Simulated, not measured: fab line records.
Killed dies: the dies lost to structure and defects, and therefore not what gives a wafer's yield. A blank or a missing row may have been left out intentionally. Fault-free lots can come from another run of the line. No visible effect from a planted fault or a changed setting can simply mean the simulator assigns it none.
A struck lot beside a sound one	flow sky130	20 steps out of a route of 708
Sound: wafers L706.3, L706.4, L706.6. Struck: wafers L715.1, L715.2, L715.5. The cause is given at the end.
Each step with rows lists, per side, the tool, then ch with its chambers, then its first start. Under that, the readings that differ: sound wafers	struck wafers	difference of the means	sigmas: that difference in standard deviations of wafers without a fault.
alike: words and numbers the same on both sides, and readings whose means are apart by under 2 such deviations; not compared: readings that were withheld, readings missing a value for some wafer, numbers with overlapping values and no deviation given by the record, and bounds like >300 which may hide the same value.
A row with sigmas, a row that says differs or no value, or rows on one side alone: a step with any of these is where the two part. Non-overlapping numbers with no deviation appear without sigmas and do not part them. Lack of a reading on every wafer of one side parts them only where that side has two or more wafers.

SKY_LDD_HVP_OVL_MEAS_07:
  sound on overlay-01 at day 21 12:01; struck on overlay-02 at day 25 14:49
  alike: LDD_HVP_OVL
following that, these wafers have no rows for 1 step: SKY_LDD_HVP_IMPLANT_08.
SKY_LDD_HVP_STRIP_09: strips in O2/N2.
  sound on plasma_asher-02 ch 0,1, day 21 12:13; struck on plasma_asher-02 ch 0,1, day 25 14:59
  alike: drypump_motor_current_A, oes_product_au, strip_time_to_endpoint_s
  not compared: rf_hours_counter_h
SKY_LDD_HVP_TW_MEAS_10:
  sound on film_metro-01 at day 21 12:19; struck on film_metro-02 at day 25 15:05
  alike: LDD_HVP_TW
then, 7 steps without rows for these wafers: SKY_LDD_LDN_DEHYDRATE_00 (time 60 s); SKY_LDD_LDN_HMDS_01 (prime time 60 s); SKY_LDD_LDN_COAT_02 (resist thk 1140 nm); SKY_LDD_LDN_SOFTBAKE_03 (time 60 s); SKY_LDD_LDN_EXPOSE_04 (exposes mask LDNTM, target cd 700 nm); SKY_LDD_LDN_PEB_05; SKY_LDD_LDN_DEVELOP_06 (develop time 60 s).
SKY_LDD_LDN_OVL_MEAS_07:
  sound on overlay-02 at day 22 18:10; struck on overlay-01 at day 26 19:40
  alike: LDD_LDN_OVL
SKY_LDD_LDN_IMPLANT_08:
  sound on implanter-01 ch 0, day 22 18:14; struck on implanter-01 ch 0, day 26 19:42
reading	sound	struck	difference	sigmas
beam_energy_keV	15.000 15.009 15.004	19.646 19.648 19.654	+4.645	+99 or more
model.implant.rp_nm (nm)	13.01 13.01 13.01	15.62 15.62 15.62	+2.61	
model.implant.drp_nm (nm)	5.933 5.933 5.933	7.123 7.123 7.123	+1.190	
then, 3 steps without rows for these wafers: SKY_LDD_LDN_IMPLANT_09; SKY_LDD_LDN_IMPLANT_10; SKY_LDD_LDN_IMPLANT_11.
SKY_LDD_LDN_STRIP_12: strips in O2/N2.
  sound on plasma_asher-01 ch 0,1, day 22 18:49; struck on plasma_asher-02 ch 0,1, day 26 20:18
  alike: drypump_motor_current_A, oes_product_au, strip_time_to_endpoint_s
  not compared: rf_hours_counter_h
SKY_LDD_LDN_TW_MEAS_13:
  sound on film_metro-04 at day 22 18:55; struck on film_metro-04 at day 26 20:24
reading	sound	struck	difference	sigmas
LDD_LDN_TW	1491 1493 1491	1513 1510 1510	+19	+3
then, 1 step without rows for these wafers: SKY_LDD_LDN_CLEAN_14 (cleans in SC1/SC2, time 150 s).
-- the record jumps here: 22 days lie between the struck wafers' starts before and after (it left off in module LDD_LDN and takes up again in module PAD_OPEN, whose first step shown is number 708 of the route) --
SKY_PAD_OPEN_PROBE_99:
  sound on prober-01 at day 45 13:43; struck on prober-02 at day 48 11:25
reading	sound	struck	difference	sigmas
model.etest.tip_sonos.rs_ohm_sq	2701 2728 2748	2522 2512 2501	-214	
  alike: killed_at_M0_to_M3, killed_at_M4_up, killed_at_contacts, killed_at_front_end, killed_at_other, killed_dies, killed_open, killed_short

WHERE THEY PART
At SKY_LDD_LDN_IMPLANT_08 first; at SKY_LDD_LDN_TW_MEAS_13 last (within this record only). Later steps at which nothing parts them and some readings are alike: SKY_PAD_OPEN_PROBE_99.

WHY: the cause the simulator had injected
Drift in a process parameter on implanter-01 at SKY_LDD_LDN_IMPLANT_08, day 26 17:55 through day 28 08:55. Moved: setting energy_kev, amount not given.
